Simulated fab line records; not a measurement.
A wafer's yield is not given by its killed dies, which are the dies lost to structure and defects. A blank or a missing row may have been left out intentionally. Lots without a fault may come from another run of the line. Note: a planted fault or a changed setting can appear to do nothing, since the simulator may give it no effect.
Lot-split experiment | flow gf180mcu | 23 wafers read from 5 lots, route of 602 steps

## ABOUT THE SPLIT
At GF_HV_LDD_IMPLANT_48, the setting dose cm2 was moved away from the recipe's 3e+13 on 10 of the 23 wafers read, by -7.1% to +6.5%. The other wafers ran this setting at the recipe's value.

## SPLIT TO READING: what lies between them in the file, 1 step
- GF_HV_LDD_STRIP_49: strips in O2/N2

## THE READING
HV_LDD_4_TW, at GF_HV_LDD_TW_MEAS_50. Typical for fault-free wafers on this fab line: 576, with standard deviation 5.8.

wafer  | tool, chamber at the split | dose cm2 as run | against the recipe | HV_LDD_4_TW | against lot-mates on the recipe
L074.1 | implanter-02, 0            | 3.194e+13       | +6.5%              | 592         | +12
L074.3 | implanter-02, 0            | 3e+13           | recipe             | 582         | -
L074.4 | implanter-02, 0            | 3e+13           | recipe             | 578         | -
L074.5 | implanter-02, 0            | 3.194e+13       | +6.5%              | 592         | +12
L074.6 | implanter-02, 0            | 3.194e+13       | +6.5%              | 591         | +11
L076.1 | implanter-01, 0            | 3e+13           | recipe             | 576         | -
L076.4 | implanter-01, 0            | 3e+13           | recipe             | 578         | -
L076.5 | implanter-01, 0            | 3e+13           | recipe             | 572         | -
L080.1 | implanter-04, 0            | 2.786e+13       | -7.1%              | 560         | -16
L080.2 | implanter-04, 0            | 3e+13           | recipe             | 577         | -
L080.4 | implanter-04, 0            | 2.786e+13       | -7.1%              | 565         | -10
L080.5 | implanter-04, 0            | 2.786e+13       | -7.1%              | 564         | -12
L080.6 | implanter-04, 0            | 3e+13           | recipe             | 574         | -
L083.1 | implanter-01, 0            | 3.133e+13       | +4.4%              | 583         | +8
L083.2 | implanter-01, 0            | 3e+13           | recipe             | 574         | -
L083.3 | implanter-01, 0            | 3e+13           | recipe             | 574         | -
L083.4 | implanter-01, 0            | 3e+13           | recipe             | 576         | -
L083.6 | implanter-01, 0            | 3.133e+13       | +4.4%              | 583         | +8
L085.1 | implanter-04, 0            | 3e+13           | recipe             | 576         | -
L085.2 | implanter-04, 0            | 3.086e+13       | +2.9%              | 582         | +6
L085.4 | implanter-04, 0            | 3.086e+13       | +2.9%              | 582         | +6
L085.5 | implanter-04, 0            | 3e+13           | recipe             | 577         | -
L085.6 | implanter-04, 0            | 3e+13           | recipe             | 576         | -

FIT RESULTS
A straight line over all 23 wafers: HV_LDD_4_TW changes by +2.02 for each +1% of dose cm2; r = +0.96; the points scatter about the line by 2.4.
The same after taking each lot's own level away (the mean of its wafers on the recipe; 23 wafers): +1.79 for each +1%; r = +0.98; scatter 1.5.
According to that fit, moving dose cm2 by its largest amount changes the reading by 13.
The span of the lots' own levels, 574.7 to 580.0, comes to 0.9 times the standard deviation stated above.
So the lot-to-lot level changes the slope: the two fits differ.
Check: for one of the wafers moved furthest among these (-7.1%), held out of the fit, the line's prediction against its lot-mates is -11.8. It came out at -15.5 against them.

## ADDITIONAL SPLITS CARRIED BY THESE WAFERS
These wafers also went through other splits before the reading. Each is held against what the fit with the lots' levels taken away leaves over:
other split on the same wafers     | wafers away from the commonest value | r with HV_LDD_4_TW (lot level and that fit taken away)
GF_VT_IMPLANT_WET_ETCH_50 temp c   | 15                                   | -0.03
GF_POLY_GATE_CVD_00 pressure mtorr | 15                                   | +0.04
GF_HV_LDD_EXPOSE_04 dose mj        | 8                                    | +0.14
GF_HV_LDD_IMPLANT_09 dose cm2      | 12                                   | +0.06

## THE FILE'S OWN FIT
HV_LDD_4_TW changes by +1.84 for each +1% of dose cm2, r = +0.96.
